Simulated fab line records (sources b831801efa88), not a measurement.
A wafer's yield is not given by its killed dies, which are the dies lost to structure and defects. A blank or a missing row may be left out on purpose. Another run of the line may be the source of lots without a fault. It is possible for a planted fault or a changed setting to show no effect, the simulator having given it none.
Matching of chambers / flow gf180mcu / GF_POLY_GATE_ETCH_13 on rie_si-01: 4 sister chambers
The step etches poly-Si in HBr/Cl2, stops on SiO2, target depth 198.5 nm, time 69.6 s. 4 wafers are shown with their chamber, then 8 later ones without.

== WAFERS WITH THEIR CHAMBER ==
wafer=L939.2; chamber=2; drypump_motor_current_A (A)=5.6
wafer=L939.3; chamber=0; drypump_motor_current_A (A)=6.5
wafer=L939.6; chamber=3; drypump_motor_current_A (A)=5.8
wafer=L940.1; chamber=1; drypump_motor_current_A (A)=6.1

== WAFERS WITH NO CHAMBER GIVEN ==
wafer=L940.3; drypump_motor_current_A (A)=5.6
wafer=L940.5; drypump_motor_current_A (A)=5.8
wafer=L942.1; drypump_motor_current_A (A)=6.1
wafer=L942.3; drypump_motor_current_A (A)=5.6
wafer=L942.5; drypump_motor_current_A (A)=5.6
wafer=L943.2; drypump_motor_current_A (A)=5.7
wafer=L943.3; drypump_motor_current_A (A)=6.1
wafer=L943.5; drypump_motor_current_A (A)=6.1

== EACH ONE'S CHAMBER ==
wafer=L940.3; from the rows above=2; in truth=2
wafer=L940.5; from the rows above=3; in truth=3
wafer=L942.1; from the rows above=1; in truth=1
wafer=L942.3; from the rows above=2; in truth=2
wafer=L942.5; from the rows above=2; in truth=2
wafer=L943.2; from the rows above=can't be placed: 3 or 2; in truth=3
wafer=L943.3; from the rows above=1; in truth=1
wafer=L943.5; from the rows above=1; in truth=1
Correctly placed: 7 of 8. Can't be placed from these rows: 1 (the true chamber is among the candidates in 1). Number placed wrongly: 0.
How it was worked out, from the rows above alone: a wafer's distance from a chamber is the root of the sum, over the readings, of the square of ((its reading less the chamber's mean) divided by the reading's scatter). If the next closest chamber is less than 2 further off than the closest, the wafer can't be placed; otherwise it belongs to the closest. For every chamber, the mean is computed from those of its wafers that are shown. The scatter: root of mean squared gap, hidden wafer to nearest shown wafer, with one shown wafer a chamber.
